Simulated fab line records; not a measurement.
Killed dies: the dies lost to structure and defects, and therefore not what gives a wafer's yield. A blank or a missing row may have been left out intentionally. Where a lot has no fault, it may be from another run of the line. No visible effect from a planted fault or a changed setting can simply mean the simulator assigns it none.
fab line records	flow sky130
[record] lots = 6	wafers = 18	last-day = 51
route steps=708 shown FIELD_ISO@3 PAD_OPEN@708
lots untouched by any fault: they come from a run of this same line in which no faults occurred
start-h: hours from the record's opening day to when the first of the lot's shown wafers began	wait-h: hours elapsed since this lot's preceding step	" the same as in the row above	L1.1+2: a single row standing in for several wafers	- no value, or no start was given	* or withheld: withheld	< > ~ a bound
route shown NAME@n: a module of which the file shows steps, and the number in the route of the first	usual: the fault-free wafers' mean and standard deviation	same: alike in all rows	chamber/n: place in a boat	sites: readings site by site	_std_site: the standard deviation of these	_edge_site: inner sites' mean taken away from outer sites' mean	radius-mm: for every site, how far away it sits from the centre of the wafer	mask NAME#n: copy n	behind: the tool/chamber that last shaped the wafer	hold: what put the lot on hold/how long, in hours/how the hold closed	device: the n, p or np transistor that did not switch	end of line: at the end of the route, the tests of the same wafers	a step given without rows: its recipe and nothing more	killed: at the first sort, the dies lost to defects and structure; wafer yield is something else	map: per-die view of a wafer (x killed, . not killed, _ where there is no die)
set.NAME: the setting that was run; set.NAME@STEP: the one run at that earlier step	model.NAME: the simulator's own value behind a step, which no gauge read
lots seen at some steps along the route; tables by step, rows by wafer
services: the hour from which a tool's chamber was out of use, counted from the record's first day as start-h (under 0 if before that day), plus the number of hours and why
[[steps]]
[step SKY_FIELD_ISO_THK_MEAS_02]
[recipe] reads = SiO2_of_FIELD_ISO_OXIDATION_01
[usual] FIELD_ISO_OXIDATION_00_THK = 12.02/0.2
lot.wafer	tool	chamber	start-h	wait-h	FIELD_ISO_OXIDATION_00_THK[nm]
L257.2	film-metro-04	-	17.40	0.0	11.93
L257.3	"	-	"	"	12.06
L257.6	"	-	"	"	11.87
L261.1	film-metro-01	-	38.66	0.0	12.21
L261.2	"	-	"	"	12.40
L261.3	"	-	"	"	12.38
L267.1	film-metro-02	-	66.92	0.0	12.38
L267.2	"	-	"	"	12.15
L267.5	"	-	"	"	12.09
L268.3	film-metro-01	-	73.39	0.0	12.13
L268.4	"	-	"	"	12.11
L268.6	"	-	"	"	12.02
L274.2	film-metro-04	-	102.88	0.0	11.91
L274.4	"	-	"	"	12.08
L274.5	"	-	"	"	11.99
L278.3	film-metro-04	-	123.02	0.0	12.33
L278.4	"	-	"	"	12.19
L278.6	"	-	"	"	12.08
[step SKY_FIELD_ISO_CVD_03]
[recipe] material = Si3N4	precursor = DCS/NH3	target-thk-nm = 165	temp-c = 770	time-s = 2830	pressure-mtorr = 250
[step SKY_FIELD_ISO_THK_MEAS_04]
[recipe] reads = Si3N4_of_FIELD_ISO_CVD_03
[usual] FIELD_ISO_CVD_03_THK = 165.2/1.4
lot.wafer	tool	chamber	start-h	wait-h	FIELD_ISO_CVD_03_THK[nm]
L257.2	film-metro-01	-	19.25	0.0	165.8
L257.3	"	-	"	"	165.4
L257.6	"	-	"	"	166.1
L261.1	film-metro-01	-	40.51	0.0	164.2
L261.2	"	-	"	"	163.8
L261.3	"	-	"	"	165.5
L267.1	film-metro-02	-	68.77	0.0	164.0
L267.2	"	-	"	"	164.5
L267.5	"	-	"	"	164.4
L268.3	film-metro-01	-	76.72	0.0	163.6
L268.4	"	-	"	"	163.4
L268.6	"	-	"	"	163.4
L274.2	film-metro-02	-	104.72	0.0	164.8
L274.4	"	-	"	"	165.2
L274.5	"	-	"	"	164.5
L278.3	film-metro-01	-	124.86	0.0	163.7
L278.4	"	-	"	"	161.9
L278.6	"	-	"	"	161.5
[step SKY_FIELD_ISO_DEHYDRATE_05]
[recipe] temp-c = 200	time-s = 60
[step SKY_FIELD_ISO_HMDS_06]
[recipe] prime-time-s = 60	prime-temp-c = 120
[step SKY_FIELD_ISO_COAT_07]
[recipe] resist = BARC	temp-c = withheld	time-s = withheld	spin-rpm = 3000	resist-thk-nm = 60
[step SKY_FIELD_ISO_COAT_08]
[recipe] resist = KrF-thick	spin-rpm = 3000	resist-thk-nm = 450
[step SKY_FIELD_ISO_SOFTBAKE_09]
[recipe] temp-c = 100	time-s = 90	resist = KrF-thick
[step SKY_FIELD_ISO_EXPOSE_10]
[recipe] mask-id = FOM	na = 0.68	source-shape = annular	sigma-inner = 0.4	sigma-outer = 0.8	target-cd-nm = 150	dose-mj = 28
[step SKY_FIELD_ISO_PEB_11]
[recipe] peb-temp-c = withheld	peb-time-s = withheld	resist = KrF-thick
[step SKY_FIELD_ISO_DEVELOP_12]
[recipe] develop-time-s = 60	resist = KrF-thick	dev-temp-c = 21
[step SKY_FIELD_ISO_CD_MEAS_13]
[recipe] target-cd-nm = 150
[usual] cd-nm = 149.8/1.3
lot.wafer	tool	chamber	start-h	wait-h	cd-nm
L257.2	cd-sem-02	-	34.37	-	149.8
L257.3	"	-	"	"	149.2
L257.6	"	-	"	"	148.5
L261.1	cd-sem-02	-	56.35	-	151.5
L261.2	"	-	"	"	151.3
L261.3	"	-	"	"	150.7
L267.1	cd-sem-01	-	85.66	-	150.3
L267.2	"	-	"	"	150.3
L267.5	"	-	"	"	149.5
L268.3	cd-sem-02	-	94.27	-	148.9
L268.4	"	-	"	"	150.0
L268.6	"	-	"	"	149.4
L274.2	cd-sem-02	-	123.27	-	150.8
L274.4	"	-	"	"	150.5
L274.5	"	-	"	"	150.4
L278.3	cd-sem-01	-	143.37	-	150.9
L278.4	"	-	"	"	149.5
L278.6	"	-	"	"	150.1
[step SKY_FIELD_ISO_ETCH_14]
[recipe] chemistry = N2/H2	target = BARC	ion-energy-ev = 200	source-w = 500	bias-w = 100	pressure-mtorr = 30	n2-flow-sccm = 100	h2-flow-sccm = 200	stop-on = SiO2	time-s = 45.9	target-depth-a = 600
[usual] bias-w = 100.05/0.29	drypump-motor-current-A = 6.0/0.57	n2-flow-sccm = 100.03/0.29	oes-product-au = 0.856/0.0048	rf-fwd-power-W = 495.2/1.9	throttle-valve-pct = 13.225/0.0094
lot.wafer	tool	chamber	start-h	wait-h	bias-w	drypump-motor-current-A	n2-flow-sccm	oes-product-au	rf-fwd-power-W	rf-hours-counter-h	throttle-valve-pct	model.KrF-thick_of_FIELD_ISO_COAT_08.thk-nm
L257.2	rie-diel-03	3	34.47	0.1	100.08	5.1	99.88	0.851	495.2	171	13.231	393.7
L257.3	"	2	"	"	100.08	5.6	100.16	0.851	496.0	4	13.227	391.1
L257.6	"	3	"	"	100.00	5.1	99.93	0.857	493.2	-	13.230	391.7
L261.1	rie-diel-04	2	56.47	0.1	99.73	6.5	100.09	0.855	495.0	126	13.223	393.7
L261.2	"	0	"	"	100.04	6.7	100.55	0.864	495.0	158	13.246	391.6
L261.3	"	1	"	"	100.10	6.5	100.18	0.849	494.8	47	13.230	391.7
L267.1	rie-diel-03	2	85.78	0.1	99.94	5.6	99.68	0.858	416.2	5	13.232	401.8
L267.2	"	0	"	"	100.37	6.0	100.00	0.860	416.3	2	13.223	401.1
L267.5	"	0	"	"	100.12	6.0	99.93	0.846	415.9	-	13.222	402
L268.3	rie-diel-03	3	94.35	0.1	100.07	5.1	100.03	0.858	418.8	0	13.219	401.6
L268.4	"	0	"	"	100.31	6.0	100.60	0.861	416.9	2	13.223	400.3
L268.6	"	0	"	"	100.14	6.0	100.22	0.858	418.3	-	13.206	398.8
L274.2	rie-diel-04	1	123.37	0.1	99.73	6.5	99.84	0.848	493.8	49	13.221	392.6
L274.4	"	0	"	"	100.28	6.7	99.96	0.855	496.8	160	13.213	391.7
L274.5	"	0	"	"	100.53	6.7	99.75	0.862	497.5	-	13.238	392.8
L278.3	rie-diel-01	3	143.45	0.1	100.25	6.3	100.05	0.855	497.4	76	13.233	392.2
L278.4	"	0	"	"	100.10	5.9	100.27	0.847	494.9	85	13.231	392.5
L278.6	"	0	"	"	100.57	5.9	99.88	0.859	495.7	-	13.225	393.8
[step SKY_FIELD_ISO_ETCH_15]
[recipe] chemistry = CHF3/O2	target-depth-nm = 180	stop-on = Si	source-w = 600	bias-w = 200	pressure-mtorr = 40	chf3-flow-sccm = 50	O2_flow_sccm = 5	time-s = 72
[usual] bias-w = 199.9/0.64	drypump-motor-current-A = 6.0/0.56	oes-product-au = 0.946/0.0065	rf-fwd-power-W = 595.5/2.2	throttle-valve-pct = 8.845/0.0086
lot.wafer	tool	chamber	start-h	wait-h	bias-w	drypump-motor-current-A	oes-product-au	rf-fwd-power-W	rf-hours-counter-h	throttle-valve-pct	model.KrF-thick_of_FIELD_ISO_COAT_08.thk-nm
L257.2	rie-diel-03	3	34.51	0.0	199.6	5.2	0.942	597.9	171	8.837	237.7
L257.3	"	2	"	"	199.9	5.6	0.945	595.7	4	8.833	233.4
L257.6	"	3	"	"	199.9	5.2	0.963	599.5	-	8.828	234.9
L261.1	rie-diel-04	2	56.51	0.0	199.8	6.5	0.947	596.0	126	8.839	238.5
L261.2	"	0	"	"	199.5	6.7	0.939	596.6	158	8.855	232.4
L261.3	"	1	"	"	199.3	6.5	0.953	589.9	47	8.841	233.3
L267.1	rie-diel-03	2	85.83	0.0	199.7	5.6	0.940	596.3	5	8.835	244.1
L267.2	"	0	"	"	199.6	6.0	0.950	598.8	2	8.836	243.5
L267.5	"	0	"	"	199.7	6.0	0.942	598.1	-	8.833	242.8
L268.3	rie-diel-03	3	94.39	0.0	200.4	5.1	0.940	598.2	0	8.839	248.8
L268.4	"	0	"	"	200.3	6.0	0.938	593.0	2	8.847	242.6
L268.6	"	0	"	"	200.2	6.0	0.939	594.5	-	8.843	242.1
L274.2	rie-diel-04	1	123.41	0.0	199.5	6.5	0.945	595.8	49	8.850	237.5
L274.4	"	0	"	"	199.8	6.7	0.954	599.3	160	8.839	233.3
L274.5	"	0	"	"	200.3	6.6	0.947	598.1	-	8.830	233.4
L278.3	rie-diel-01	3	143.49	0.0	200.1	6.3	0.944	599.8	76	8.863	234.8
L278.4	"	0	"	"	199.6	5.9	0.926	599.3	85	8.838	235.8
L278.6	"	0	"	"	199.6	5.9	0.932	597.0	-	8.840	236.5
[step SKY_FIELD_ISO_STRIP_16]
[recipe] chemistry = O2/N2	power-w = 1400	pressure-mtorr = 1500	platen-temp-c = withheld	o2-flow-sccm = 3000	n2-flow-sccm = 300	overash-fraction = 0.5
[usual] drypump-motor-current-A = 5.9/0.39	n2-flow-sccm = 300.0/0.85	oes-product-au = 0.378/0.0049	strip-time-to-endpoint-s = 3.54/0.034
lot.wafer	tool	chamber	start-h	wait-h	drypump-motor-current-A	n2-flow-sccm	oes-product-au	rf-hours-counter-h	strip-time-to-endpoint-s
L257.2	plasma-asher-01	0	34.57	0.0	5.4	301.1	0.374	29	3.57
L257.3	"	1	"	"	6.2	299.2	0.374	-	3.50
L257.6	"	0	"	"	5.4	300.4	0.383	-	3.52
L261.1	plasma-asher-03	1	56.57	0.0	6.3	300.8	0.379	39	3.55
L261.2	"	0	"	"	5.6	298.6	0.384	39	3.50
L261.3	"	1	"	"	6.2	300.8	0.379	-	3.51
L267.1	plasma-asher-03	0	85.88	0.0	5.6	299.3	0.374	42	3.65
L267.2	"	1	"	"	6.2	299.9	0.382	42	3.63
L267.5	"	1	"	"	6.2	299.9	0.372	-	3.61
L268.3	plasma-asher-01	1	94.48	0.1	6.2	300.5	0.388	-	3.70
L268.4	"	0	"	"	5.4	299.9	0.378	-	3.62
L268.6	"	1	"	"	6.2	300.8	0.389	-	3.60
L274.2	plasma-asher-03	1	123.46	0.0	6.2	300.9	0.379	0	3.56
L274.4	"	1	"	"	6.3	301.4	0.376	-	3.51
L274.5	"	1	"	"	6.2	300.9	0.371	-	3.53
L278.3	plasma-asher-01	1	143.58	0.1	6.2	299.5	0.369	-	3.54
L278.4	"	0	"	"	5.4	301.4	0.382	-	3.54
L278.6	"	0	"	"	5.4	299.5	0.377	-	3.56
[step SKY_PAD_OPEN_PROBE_99]
[usual] killed_at_M0_to_M3 = 43/7	killed_at_M4_up = 3.1/1.5	killed-at-contacts = 23/4.9	killed-at-front-end = 16/3.9	killed-at-other = 0.3/0.52	killed-dies = 86/8.2	killed-open = 47/6.1	killed-short = 38/5.8
[same] gross-dies = 492	killed-at-back-side = 0
lot.wafer	tool	chamber	start-h	wait-h	killed_at_M0_to_M3	killed_at_M4_up	killed-at-contacts	killed-at-front-end	killed-at-other	killed-dies	killed-open	killed-short
L257.2	prober-02	-	1120.33	0.1	59	1	25	12	1	98	53	45
L257.3	prober-02	-	1120.38	0.2	49	1	25	11	1	87	47	40
L257.6	prober-02	-	1120.53	0.2	38	1	32	14	0	85	41	44
L261.1	prober-01	-	1140.01	0.1	45	0	20	20	0	85	42	43
L261.2	prober-01	-	1140.06	0.1	47	2	18	21	0	88	46	42
L261.3	prober-01	-	1140.11	0.2	33	2	25	11	1	72	41	31
L268.3	prober-01	-	1185.82	0.2	48	1	24	16	1	90	51	39
L268.4	prober-01	-	1185.87	0.2	41	3	17	10	0	71	40	31
L268.6	prober-01	-	1185.97	0.2	52	3	20	9	0	84	46	38
L274.2	prober-02	-	1208.75	0.1	36	2	25	21	1	85	42	43
L274.4	prober-02	-	1208.85	0.2	41	4	25	15	0	85	46	39
L274.5	prober-02	-	1208.90	0.2	38	6	22	12	0	78	44	34
L278.3	prober-02	-	1223.25	0.2	34	4	26	19	0	83	40	43
L278.4	prober-02	-	1223.30	0.2	46	2	25	14	0	87	48	39
L278.6	prober-02	-	1223.40	0.2	48	5	19	10	0	82	40	42
// killed by level:class
L257.2 VIA1:geometric-particle:open=14 VIA3:geometric-particle:open=8 LI_CONTACT:geometric-particle:open=7 METAL1:geometric-particle:short=7 VIA2:geometric-particle:open=6 CONTACT:geometric-particle:short=6 METAL2:geometric-particle:short=6 FIELD_ISO:geometric-particle:open=5
L257.3 LI_CONTACT:geometric-particle:open=12 VIA1:geometric-particle:open=12 METAL1:geometric-particle:short=9 CONTACT:geometric-particle:open=7 VIA3:geometric-particle:short=5 METAL3:geometric-particle:short=5 FIELD_ISO:geometric-particle:short=4 METAL2:geometric-particle:short=4
L257.6 CONTACT:geometric-particle:open=16 VIA1:geometric-particle:open=8 VIA2:geometric-particle:short=7 LI_CONTACT:geometric-particle:open=7 METAL1:geometric-particle:short=6 CONTACT:geometric-particle:short=5 VIA1:geometric-particle:short=4 VIA2:geometric-particle:open=4
L261.1 VIA1:geometric-particle:open=11 FIELD_ISO:geometric-particle:open=8 CONTACT:geometric-particle:short=7 METAL3:geometric-particle:short=7 FIELD_ISO:geometric-particle:short=6 VIA3:geometric-particle:open=5 LI_CONTACT:geometric-particle:short=4 LI_CONTACT:geometric-particle:open=4
L261.2 VIA1:geometric-particle:open=11 FIELD_ISO:geometric-particle:short=7 FIELD_ISO:geometric-particle:open=6 METAL1:geometric-particle:short=6 CONTACT:geometric-particle:open=6 VIA3:geometric-particle:open=5 VIA1:geometric-particle:short=5 METAL2:geometric-particle:short=5
L261.3 VIA1:geometric-particle:open=13 LI_CONTACT:geometric-particle:open=8 CONTACT:geometric-particle:open=7 LOCAL_INTERCONNECT:geometric-particle:short=4 FIELD_ISO:geometric-particle:short=3 FIELD_ISO:geometric-particle:open=3 LI_CONTACT:geometric-particle:short=3 VIA1:geometric-particle:short=3
L268.3 CONTACT:geometric-particle:open=12 VIA3:geometric-particle:open=10 VIA2:geometric-particle:open=8 CONTACT:geometric-particle:short=6 METAL1:geometric-particle:short=6 VIA1:geometric-particle:short=6 VIA1:geometric-particle:open=6 FIELD_ISO:geometric-particle:short=4
L268.4 VIA2:geometric-particle:open=8 METAL1:geometric-particle:short=8 CONTACT:geometric-particle:open=7 VIA1:geometric-particle:open=7 LI_CONTACT:geometric-particle:open=4 VIA2:geometric-particle:short=4 VIA3:geometric-particle:open=4 POLY_CUT:geometric-particle:open=3
L268.6 VIA3:geometric-particle:open=11 VIA1:geometric-particle:open=9 LI_CONTACT:geometric-particle:open=8 METAL1:geometric-particle:short=8 CONTACT:geometric-particle:open=6 METAL3:geometric-particle:short=6 FIELD_ISO:geometric-particle:short=5 VIA2:geometric-particle:open=5
L274.2 VIA2:geometric-particle:open=7 POLY_GATE:geometric-particle:short=6 CONTACT:geometric-particle:open=6 VIA3:geometric-particle:open=6 VIA1:geometric-particle:open=6 POLY_GATE:geometric-particle:open=5 LI_CONTACT:geometric-particle:open=5 METAL2:geometric-particle:short=5
L274.4 CONTACT:geometric-particle:open=9 VIA2:geometric-particle:open=9 VIA1:geometric-particle:open=7 VIA3:geometric-particle:open=7 LOCAL_INTERCONNECT:geometric-particle:short=6 METAL1:geometric-particle:short=5 FIELD_ISO:geometric-particle:open=4 LI_CONTACT:geometric-particle:open=4
L274.5 VIA1:geometric-particle:open=11 LI_CONTACT:geometric-particle:open=7 CONTACT:geometric-particle:open=7 CONTACT:geometric-particle:short=5 VIA2:geometric-particle:open=5 METAL4:geometric-particle:short=5 FIELD_ISO:geometric-particle:open=4 METAL1:geometric-particle:short=4
L278.3 CONTACT:geometric-particle:open=11 METAL1:geometric-particle:short=8 LI_CONTACT:geometric-particle:open=6 LOCAL_INTERCONNECT:geometric-particle:short=6 METAL2:geometric-particle:short=5 POLY_GATE:geometric-particle:open=4 POLY_GATE:geometric-particle:short=4 VIA1:geometric-particle:open=4
L278.4 VIA1:geometric-particle:open=11 CONTACT:geometric-particle:open=9 METAL2:geometric-particle:short=7 LI_CONTACT:geometric-particle:open=6 CONTACT:geometric-particle:short=5 METAL1:geometric-particle:short=5 METAL3:geometric-particle:short=5 FIELD_ISO:geometric-particle:open=4
L278.6 VIA1:geometric-particle:open=14 METAL1:geometric-particle:short=10 LI_CONTACT:geometric-particle:open=7 CONTACT:geometric-particle:short=5 METAL4:geometric-particle:short=5 VIA1:geometric-particle:short=4 CONTACT:geometric-particle:open=4 VIA3:geometric-particle:open=4
[[services]]
tool	chamber	start-h	hours	kind
rie-diel-04	1	13.22	4.5	repair
rie-diel-03	3	54.84	-	clean
rie-diel-03	3	54.84	17.3	scheduled-down
rie-diel-03	3	54.84	17.3	vent-cycle
rie-diel-04	-	56.61	1.2	repair
plasma-asher-03	-	88.97	2.8	pm
plasma-asher-03	-	108.75	9.0	pm
plasma-asher-03	0	108.75	9.0	vent-cycle
plasma-asher-03	1	108.75	9.0	vent-cycle
plasma-asher-03	0	117.75	-	clean
plasma-asher-03	1	117.75	-	clean
rie-diel-04	-	118.27	1.5	repair
rie-diel-04	3	124.31	23.5	repair
rie-diel-04	1	125.67	4.7	repair
rie-diel-03	2	131.85	2.8	repair
rie-diel-03	1	134.90	3.1	repair
plasma-asher-01	-	136.31	2.0	repair
[[key]]
[first-sign] step = SKY_FIELD_ISO_ETCH_14	reading = rf-fwd-power-W	direction = down	sigmas = 40	usual = 495.2	struck = 417.1
[effect] step = SKY_FIELD_ISO_STRIP_16	reading = strip-time-to-endpoint-s	direction = up	sigmas = 2.7	usual = *	struck = *	wafers-moved = 5
[model-effect] step = SKY_FIELD_ISO_ETCH_14	value = KrF-thick_of_FIELD_ISO_COAT_08.thk-nm	without = 394.6	struck = 400.9
[model-effect] step = SKY_FIELD_ISO_ETCH_15	value = KrF-thick_of_FIELD_ISO_COAT_08.thk-nm	without = 237.7	struck = 244
met-at SKY_FIELD_ISO_ETCH_14
struck-wafers L267.1,L267.2,L267.5,L268.3,L268.4,L268.6
tester-left-out L267,L268
onset-between 34.47 85.78
[fault] kind = process-parameter-drift	tool = rie-diel-03	chamber = -	onset-h = 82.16	steps = SKY_FIELD_ISO_ETCH_14	channel = source-w	offset = -80	shape = step	end-h = 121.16	acts-in = these-recipes-only	stated = 500
// tester-left-out: of these lots the tester's yield and bins aren't shown, on N5 and GAA mostly nor the transistor test; their killed dies are dies lost to structure and defects alone, not to doping, threshold or leakage, so they don't give the yield
